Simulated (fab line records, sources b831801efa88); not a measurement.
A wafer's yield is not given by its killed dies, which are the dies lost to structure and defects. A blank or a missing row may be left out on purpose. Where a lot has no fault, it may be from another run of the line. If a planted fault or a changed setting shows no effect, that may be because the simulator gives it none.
Which tool was responsible? + flow gf180mcu + 24 lots with 72 wafers sampled at 5 steps, on a route of 602 steps

== WHAT EACH GAUGE READ, for each wafer ==
GF_M4_OVL_MEAS_15. Usual: for M4_OVL the level is 3 nm and the standard deviation is 6.6.
| lot  | measured     | on         | M4_OVL (nm) | flag |
|------|--------------|------------|-------------|------|
| L074 | day 23 23:37 | overlay-02 | -3 9 2      |      |
| L075 | day 24 11:01 | overlay-02 | 5 -6 6      |      |
| L076 | day 24 15:40 | overlay-02 | 7 12 1      |      |
| L077 | day 24 18:51 | overlay-01 | 0 8 8       |      |
| L079 | day 25 00:49 | overlay-02 | 14 1 4      |      |
| L078 | day 25 05:00 | overlay-02 | 11 10 14    |      |
| L080 | day 25 15:16 | overlay-02 | -1 2 9      |      |
| L081 | day 25 23:29 | overlay-02 | 3 -7 12     |      |
| L082 | day 26 05:05 | overlay-01 | 0 -4 -1     |      |
| L083 | day 26 08:10 | overlay-01 | 1 -12 -13   |      |
| L084 | day 26 23:58 | overlay-02 | 7 -3 4      |      |
| L085 | day 27 07:49 | overlay-01 | -1 2 6      |      |
| L086 | day 27 15:57 | overlay-02 | -2 -2 0     |      |
| L087 | day 27 20:05 | overlay-01 | 7 9 -7      |      |
| L088 | day 27 23:17 | overlay-02 | 4 3 -6      |      |
| L089 | day 28 14:28 | overlay-02 | 4 -4 -1     |      |
| L090 | day 28 15:19 | overlay-02 | -6 -1 5     |      |
| L091 | day 28 23:49 | overlay-02 | 1 -3 -5     |      |
| L092 | day 29 00:40 | overlay-02 | 1 1 12      |      |
| L093 | day 29 14:33 | overlay-02 | 2 4 8       |      |
| L094 | day 29 17:49 | overlay-01 | 4 5 13      |      |
| L095 | day 30 06:24 | overlay-02 | 4 -10 -12   |      |
| L096 | day 30 08:04 | overlay-01 | -9 7 -2     |      |
| L097 | day 30 12:28 | overlay-01 | 7 12 9      |      |

GF_V5_OVL_MEAS_15. Usual: for V5_OVL the level is 3 nm and the standard deviation is 7.4.
| lot  | measured     | on         | V5_OVL (nm) | flag |
|------|--------------|------------|-------------|------|
| L074 | day 27 16:40 | overlay-02 | 12 5 14     |      |
| L075 | day 28 01:25 | overlay-01 | 9 16 8      |      |
| L076 | day 28 06:42 | overlay-01 | 6 2 -1      |      |
| L077 | day 28 11:54 | overlay-01 | 10 13 7     |      |
| L079 | day 28 15:28 | overlay-01 | 3 -1 4      |      |
| L078 | day 28 18:52 | overlay-01 | -5 -8 -4    |      |
| L080 | day 29 04:37 | overlay-02 | 2 3 3       |      |
| L081 | day 29 13:59 | overlay-02 | -11 -8 -11  |      |
| L082 | day 29 15:31 | overlay-02 | 13 9 8      |      |
| L083 | day 29 18:55 | overlay-02 | 5 11 8      |      |
| L084 | day 30 10:22 | overlay-02 | 8 16 13     |      |
| L085 | day 30 17:39 | overlay-02 | -4 -8 -9    |      |
| L086 | day 31 01:16 | overlay-01 | 10 15 9     |      |
| L087 | day 31 04:24 | overlay-02 | 15 11 8     |      |
| L088 | day 31 07:55 | overlay-02 | -6 -8 1     |      |
| L089 | day 31 21:22 | overlay-02 | -9 -5 -12   |      |
| L090 | day 31 22:36 | overlay-01 | 6 6 6       |      |
| L091 | day 32 06:25 | overlay-01 | 1 5 2       |      |
| L092 | day 32 06:36 | overlay-02 | 3 8 6       |      |
| L093 | day 32 17:40 | overlay-01 | -1 0 2      |      |
| L094 | day 32 21:16 | overlay-02 | 7 5 7       |      |
| L095 | day 33 05:58 | overlay-01 | 6 4 -5      |      |
| L096 | day 33 10:33 | overlay-01 | 0 -3 -6     |      |
| L097 | day 33 12:37 | overlay-01 | -5 -1 -1    |      |

== EACH LOT AND THE TOOL THAT RAN IT (in order: tool; ch and the chambers of the sampled wafers; start) ==
| lot  | GF_M3_STRIP_17                       | GF_M4_METAL_ETCH_16               | GF_M4_STRIP_17                       |
|------|--------------------------------------|-----------------------------------|--------------------------------------|
| L074 | plasma_asher-04 ch 0,1, day 21 21:58 | rie_metal-03 ch 0,1, day 23 23:39 | plasma_asher-02 ch 1, day 23 23:46   |
| L075 | plasma_asher-04 ch 0,1, day 22 10:27 | rie_metal-01 ch 0,1, day 24 11:03 | plasma_asher-04 ch 1, day 24 11:10   |
| L076 | plasma_asher-04 ch 0,1, day 22 14:52 | rie_metal-02 ch 0,1, day 24 15:42 | plasma_asher-01 ch 0,1, day 24 15:49 |
| L077 | plasma_asher-03 ch 0,1, day 22 19:37 | rie_metal-01 ch 0,1, day 24 18:53 | plasma_asher-02 ch 0,1, day 24 19:00 |
| L079 | plasma_asher-03 ch 0,1, day 23 01:33 | rie_metal-03 ch 0,1, day 25 00:50 | plasma_asher-02 ch 0,1, day 25 00:57 |
| L078 | plasma_asher-02 ch 0,1, day 23 05:12 | rie_metal-03 ch 0,1, day 25 05:02 | plasma_asher-02 ch 0, day 25 05:09   |
| L080 | plasma_asher-04 ch 0,1, day 23 16:29 | rie_metal-01 ch 0,1, day 25 15:19 | plasma_asher-01 ch 0,1, day 25 15:26 |
| L081 | plasma_asher-02 ch 0,1, day 24 01:33 | rie_metal-01 ch 0,1, day 25 23:32 | plasma_asher-01 ch 0,1, day 25 23:39 |
| L082 | plasma_asher-03 ch 0,1, day 24 07:24 | rie_metal-03 ch 0,1, day 26 05:07 | plasma_asher-04 ch 1, day 26 05:13   |
| L083 | plasma_asher-02 ch 1, day 24 10:49   | rie_metal-01 ch 0,1, day 26 08:12 | plasma_asher-01 ch 0,1, day 26 08:19 |
| L084 | plasma_asher-03 ch 0,1, day 25 03:22 | rie_metal-03 ch 0,1, day 26 23:59 | plasma_asher-02 ch 0,1, day 27 00:06 |
| L085 | plasma_asher-02 ch 0,1, day 25 11:10 | rie_metal-02 ch 0,1, day 27 07:51 | plasma_asher-02 ch 1, day 27 07:58   |
| L086 | plasma_asher-02 ch 0,1, day 25 18:45 | rie_metal-01 ch 0,1, day 27 16:01 | plasma_asher-02 ch 0,1, day 27 16:07 |
| L087 | plasma_asher-04 ch 0,1, day 26 00:43 | rie_metal-01 ch 0,1, day 27 20:07 | plasma_asher-04 ch 0,1, day 27 20:14 |
| L088 | plasma_asher-02 ch 0,1, day 26 05:06 | rie_metal-02 ch 0,1, day 27 23:20 | plasma_asher-01 ch 1, day 27 23:26   |
| L089 | plasma_asher-02 ch 0,1, day 26 17:07 | rie_metal-01 ch 0,1, day 28 14:30 | plasma_asher-02 ch 0,1, day 28 14:37 |
| L090 | plasma_asher-02 ch 0,1, day 26 20:40 | rie_metal-02 ch 0,1, day 28 15:21 | plasma_asher-04 ch 0,1, day 28 15:28 |
| L091 | plasma_asher-04 ch 1, day 27 06:46   | rie_metal-01 ch 0,1, day 28 23:50 | plasma_asher-02 ch 0,1, day 28 23:57 |
| L092 | plasma_asher-03 ch 0,1, day 27 07:28 | rie_metal-02 ch 0,1, day 29 00:42 | plasma_asher-02 ch 0, day 29 00:49   |
| L093 | plasma_asher-03 ch 0,1, day 27 21:05 | rie_metal-03 ch 0,1, day 29 14:35 | plasma_asher-01 ch 0,1, day 29 14:42 |
| L094 | plasma_asher-03 ch 0,1, day 27 23:51 | rie_metal-02 ch 0,1, day 29 17:51 | plasma_asher-01 ch 0,1, day 29 17:58 |
| L095 | plasma_asher-02 ch 0,1, day 28 13:37 | rie_metal-02 ch 0,1, day 30 06:26 | plasma_asher-04 ch 0,1, day 30 06:33 |
| L096 | plasma_asher-03 ch 0,1, day 28 15:16 | rie_metal-02 ch 0,1, day 30 08:05 | plasma_asher-01 ch 0,1, day 30 08:12 |
| L097 | plasma_asher-04 ch 0, day 28 20:04   | rie_metal-01 ch 0, day 30 12:30   | plasma_asher-01 ch 0,1, day 30 12:43 |
- GF_M3_STRIP_17: strips in O2/N2.
- GF_M4_METAL_ETCH_16: etches the open film in Cl2/BCl3, stops on SiO2, target depth 627.5 nm, time 104.6 s.
- GF_M4_STRIP_17: strips in O2/N2.

== WHAT THE TOOLS THEMSELVES READ (means of the sampled wafers that have a number; where no wafer has one, the mark that the record gives instead) ==
GF_M3_STRIP_17. Usual: drypump_motor_current_A 5.9 A, standard deviation 0.4; heater_power_w 324 W, standard deviation 20; oes_product_au 0.557 a.u., standard deviation 0.0049; strip_time_to_endpoint_s 7.86 s, standard deviation 0.035.
| lot  | tool            | drypump_motor_current_A (A) | heater_power_w (W) | oes_product_au (a.u.) | strip_time_to_endpoint_s (s) | flag |
|------|-----------------|-----------------------------|--------------------|-----------------------|------------------------------|------|
| L074 | plasma_asher-04 | 5.8                         | 312                | 0.555                 | 7.90                         |      |
| L075 | plasma_asher-04 | 5.4                         | 301                | 0.560                 | 7.92                         |      |
| L076 | plasma_asher-04 | 5.4                         | 300                | 0.554                 | 7.82                         |      |
| L077 | plasma_asher-03 | 6.2                         | 328                | 0.556                 | 7.82                         |      |
| L079 | plasma_asher-03 | 6.3                         | 328                | 0.553                 | 7.80                         |      |
| L078 | plasma_asher-02 | 5.8                         | 338                | 0.557                 | 7.85                         |      |
| L080 | plasma_asher-04 | 5.8                         | 317                | 0.557                 | 7.87                         |      |
| L081 | plasma_asher-02 | 5.8                         | 336                | 0.554                 | 7.86                         |      |
| L082 | plasma_asher-03 | 6.2                         | 330                | 0.559                 | 7.90                         |      |
| L083 | plasma_asher-02 | 5.7                         | 352                | 0.555                 | 7.87                         |      |
| L084 | plasma_asher-03 | 6.2                         | 331                | 0.558                 | 7.87                         |      |
| L085 | plasma_asher-02 | 5.8                         | 332                | 0.561                 | 7.87                         |      |
| L086 | plasma_asher-02 | 5.8                         | 337                | 0.551                 | 7.84                         |      |
| L087 | plasma_asher-04 | 5.4                         | 303                | 0.557                 | 7.85                         |      |
| L088 | plasma_asher-02 | 5.8                         | 335                | 0.558                 | 7.88                         |      |
| L089 | plasma_asher-02 | 5.9                         | 322                | 0.564                 | 7.89                         |      |
| L090 | plasma_asher-02 | 5.8                         | 337                | 0.562                 | 7.89                         |      |
| L091 | plasma_asher-04 | 5.1                         | 292                | 0.559                 | 7.84                         |      |
| L092 | plasma_asher-03 | 6.2                         | 327                | 0.554                 | 7.84                         |      |
| L093 | plasma_asher-03 | 6.2                         | 331                | 0.556                 | 7.81                         |      |
| L094 | plasma_asher-03 | 6.2                         | 329                | 0.556                 | 7.85                         |      |
| L095 | plasma_asher-02 | 5.8                         | 337                | 0.555                 | 7.85                         |      |
| L096 | plasma_asher-03 | 6.1                         | 334                | 0.556                 | 7.85                         |      |
| L097 | plasma_asher-04 | 6.1                         | 331                | 0.555                 | 7.82                         |      |

GF_M4_METAL_ETCH_16. Usual: bcl3_flow_sccm 39.97 sccm, standard deviation 0.12; bias_w 140.1 W, standard deviation 0.4; drypump_motor_current_A 5.6 A, standard deviation 0.33; oes_product_au 0.971 a.u., standard deviation 0.0068; throttle_valve_pct 28.252 %, standard deviation 0.01.
| lot  | tool         | bcl3_flow_sccm (sccm) | bias_w (W) | drypump_motor_current_A (A) | oes_product_au (a.u.) | throttle_valve_pct (%) | flag |
|------|--------------|-----------------------|------------|-----------------------------|-----------------------|------------------------|------|
| L074 | rie_metal-03 | 40.00                 | 140.0      | 5.4                         | 0.980                 | 28.256                 |      |
| L075 | rie_metal-01 | 40.01                 | 140.1      | 5.6                         | 0.976                 | 28.254                 |      |
| L076 | rie_metal-02 | 39.95                 | 140.0      | 5.9                         | 0.961                 | 28.256                 |      |
| L077 | rie_metal-01 | 39.94                 | 140.4      | 5.6                         | 0.968                 | 28.255                 |      |
| L079 | rie_metal-03 | 39.91                 | 140.1      | 5.1                         | 0.961                 | 28.259                 |      |
| L078 | rie_metal-03 | 39.88                 | 139.8      | 5.4                         | 0.973                 | 28.246                 |      |
| L080 | rie_metal-01 | 39.92                 | 139.7      | 5.6                         | 0.974                 | 28.242                 |      |
| L081 | rie_metal-01 | 39.99                 | 140.7      | 5.6                         | 0.979                 | 28.247                 |      |
| L082 | rie_metal-03 | 40.07                 | 140.1      | 5.4                         | 0.975                 | 28.250                 |      |
| L083 | rie_metal-01 | 39.97                 | 140.0      | 5.6                         | 0.973                 | 28.242                 |      |
| L084 | rie_metal-03 | 39.88                 | 140.0      | 5.1                         | 0.977                 | 28.249                 |      |
| L085 | rie_metal-02 | 39.77                 | 140.3      | 5.8                         | 0.966                 | 28.254                 |      |
| L086 | rie_metal-01 | 40.08                 | 140.4      | 5.6                         | 0.975                 | 28.253                 |      |
| L087 | rie_metal-01 | 39.92                 | 140.0      | 5.6                         | 0.968                 | 28.260                 |      |
| L088 | rie_metal-02 | 39.85                 | 139.3      | 5.9                         | 0.967                 | 28.245                 |      |
| L089 | rie_metal-01 | 40.00                 | 140.0      | 5.6                         | 0.978                 | 28.246                 |      |
| L090 | rie_metal-02 | 39.93                 | 140.1      | 5.9                         | 0.971                 | 28.257                 |      |
| L091 | rie_metal-01 | 39.91                 | 140.4      | 5.6                         | 0.970                 | 28.241                 |      |
| L092 | rie_metal-02 | 40.17                 | 139.8      | 5.9                         | 0.968                 | 28.254                 |      |
| L093 | rie_metal-03 | 40.04                 | 140.2      | 5.4                         | 0.976                 | 28.237                 |      |
| L094 | rie_metal-02 | 39.91                 | 140.4      | 5.9                         | 0.966                 | 28.249                 |      |
| L095 | rie_metal-02 | 39.97                 | 140.1      | 5.9                         | 0.970                 | 28.255                 |      |
| L096 | rie_metal-02 | 40.05                 | 139.8      | 5.9                         | 0.954                 | 28.260                 |      |
| L097 | rie_metal-01 | 40.09                 | 140.1      | 5.5                         | 0.967                 | 28.268                 |      |

GF_M4_STRIP_17. Usual: drypump_motor_current_A 5.7 A, standard deviation 0.32; heater_power_w 321 W, standard deviation 19; oes_product_au 0.557 a.u., standard deviation 0.0045; strip_time_to_endpoint_s 7.86 s, standard deviation 0.037.
| lot  | tool            | drypump_motor_current_A (A) | heater_power_w (W) | oes_product_au (a.u.) | strip_time_to_endpoint_s (s) | flag |
|------|-----------------|-----------------------------|--------------------|-----------------------|------------------------------|------|
| L074 | plasma_asher-02 | 5.6                         | 345                | 0.555                 | 7.87                         |      |
| L075 | plasma_asher-04 | 5.1                         | 292                | 0.562                 | 7.83                         |      |
| L076 | plasma_asher-01 | 5.7                         | 316                | 0.559                 | 7.83                         |      |
| L077 | plasma_asher-02 | 5.9                         | 321                | 0.554                 | 7.86                         |      |
| L079 | plasma_asher-02 | 5.8                         | 334                | 0.562                 | 7.92                         |      |
| L078 | plasma_asher-02 | 6.0                         | 311                | 0.556                 | 7.86                         |      |
| L080 | plasma_asher-01 | 5.7                         | 320                | 0.564                 | 7.84                         |      |
| L081 | plasma_asher-01 | 5.7                         | 322                | 0.552                 | 7.84                         |      |
| L082 | plasma_asher-04 | 5.1                         | 293                | 0.554                 | 7.88                         |      |
| L083 | plasma_asher-01 | 5.5                         | 317                | 0.556                 | 7.83                         |      |
| L084 | plasma_asher-02 | 5.9                         | 323                | 0.556                 | 7.81                         |      |
| L085 | plasma_asher-02 | 5.7                         | 354                | 0.553                 | 7.82                         |      |
| L086 | plasma_asher-02 | 5.8                         | 333                | 0.555                 | 7.90                         |      |
| L087 | plasma_asher-04 | 5.4                         | 310                | 0.556                 | 7.87                         |      |
| L088 | plasma_asher-01 | 5.3                         | 311                | 0.554                 | 7.84                         |      |
| L089 | plasma_asher-02 | 5.9                         | 320                | 0.553                 | 7.84                         |      |
| L090 | plasma_asher-04 | 5.4                         | 306                | 0.564                 | 7.88                         |      |
| L091 | plasma_asher-02 | 5.8                         | 337                | 0.557                 | 7.83                         |      |
| L092 | plasma_asher-02 | 6.0                         | 313                | 0.557                 | 7.90                         |      |
| L093 | plasma_asher-01 | 5.5                         | 315                | 0.559                 | 7.86                         |      |
| L094 | plasma_asher-01 | 5.7                         | 313                | 0.554                 | 7.82                         |      |
| L095 | plasma_asher-04 | 5.4                         | 308                | 0.555                 | 7.85                         |      |
| L096 | plasma_asher-01 | 5.5                         | 320                | 0.555                 | 7.85                         |      |
| L097 | plasma_asher-01 | 5.5                         | 314                | 0.558                 | 7.91                         |      |

== THE ANSWER, worked out from the rows above alone ==
Rule: lot off if the mean of its wafers having a number is beyond 3 standard deviations from the usual mean. A lot without any number at a reading at which 4 lots or more have one is off too. Any other lot the step has rows for is counted as sound. Order of review: gauges by route order, followed by the tools' own readings, for which a lot's mean as printed above is used. At the first step where some lot is off, the reading lying furthest off is the one used; lots without a number count as furthest.
None of the lots is off at any reading shown; this tells nothing.

== WHAT HAD BEEN PUT IN BY THE SIMULATOR ==
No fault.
